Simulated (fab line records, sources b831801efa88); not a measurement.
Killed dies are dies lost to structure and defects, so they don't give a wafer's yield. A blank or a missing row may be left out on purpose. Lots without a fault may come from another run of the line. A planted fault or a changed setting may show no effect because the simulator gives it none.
Chamber matching | flow sky130 | SKY_LI_CONTACT_CMP_02 on cmp-01: 4 sister chambers
The step polishes PSG. 14 wafers are shown with their chamber, then 7 later ones without.

WAFERS WITH THEIR CHAMBER
wafer  | chamber | motor_current_A (A) | head_pressure_psi (psi) | time_to_endpoint_s (s)
L768.2 | 2       | 13.3                | 3.989                   | 30.3
L768.5 | 3       | 12.4                | 4.012                   | 32.3
L768.6 | 0       | 13.5                | 4.007                   | 29.5
L769.2 | 1       | 8.9                 | 3.993                   | 31.0
L769.3 | 3       | 12.3                | 3.997                   | 30.4
L769.6 | 0       | 14.1                | 4.006                   | 30.0
L772.2 | 2       | 13.2                | 4.004                   | 28.5
L772.3 | 0       | 13.6                | 4.002                   | 28.4
L772.5 | 1       | 9.4                 | 3.978                   | 26.4
L774.2 | 1       | 9.2                 | 3.984                   | 31.6
L774.5 | 0       | 14.5                | 4.003                   | 31.9
L774.6 | 1       | 9.4                 | 3.994                   | 28.2
L775.2 | 1       | 9.5                 | 4.000                   | 31.8
L775.3 | 0       | 14.8                | 3.993                   | 29.7

SIGNATURES (means of the wafers above)
reading            | chamber 0 | chamber 1 | chamber 2 | chamber 3 | scatter within a chamber
motor_current_A    | 14.100    | 9.280     | 13.250    | 12.350    | 0.387
head_pressure_psi  | 4.00220   | 3.98980   | 3.99650   | 4.00450   | 0.00808
time_to_endpoint_s | 29.900    | 29.800    | 29.400    | 31.350    | 1.81
Rule: a wafer's distance from a chamber is the root of the sum, over the readings, of the square of ((its reading less the chamber's mean) divided by the reading's scatter). The wafer belongs to the nearest chamber; if the next one is less than 2 further off, it can't be placed. The scatter: the root of (the sum of the squares of (reading less its chamber's mean) over the shown wafers, divided by (wafers less chambers)).

WAFERS WITHOUT THEIR CHAMBER
wafer  | motor_current_A (A) | head_pressure_psi (psi) | time_to_endpoint_s (s)
L775.4 | 14.4                | 4.003                   | 30.5
L776.4 | 13.3                | 4.007                   | 31.6
L776.5 | 9.1                 | 4.000                   | 32.6
L776.6 | 13.3                | 4.000                   | 33.7
L777.1 | 11.9                | 4.001                   | 31.0
L777.3 | 13.3                | 4.004                   | 29.6
L777.5 | 12.0                | 4.016                   | 35.2

WHICH CHAMBER EACH WENT THROUGH
wafer  | from the rows above          | in truth
L775.4 | 0                            | 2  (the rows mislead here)
L776.4 | can't be placed: 2 or 0 or 3 | 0
L776.5 | 1                            | 1
L776.6 | can't be placed: 2 or 3 or 0 | 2
L777.1 | 3                            | 3
L777.3 | can't be placed: 2 or 0 or 3 | 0
L777.5 | 3                            | 3
Placed correctly: 3 of 7. Can't be placed from these rows: 3 (the true chamber is among the candidates in 3). Placed wrongly: 1.
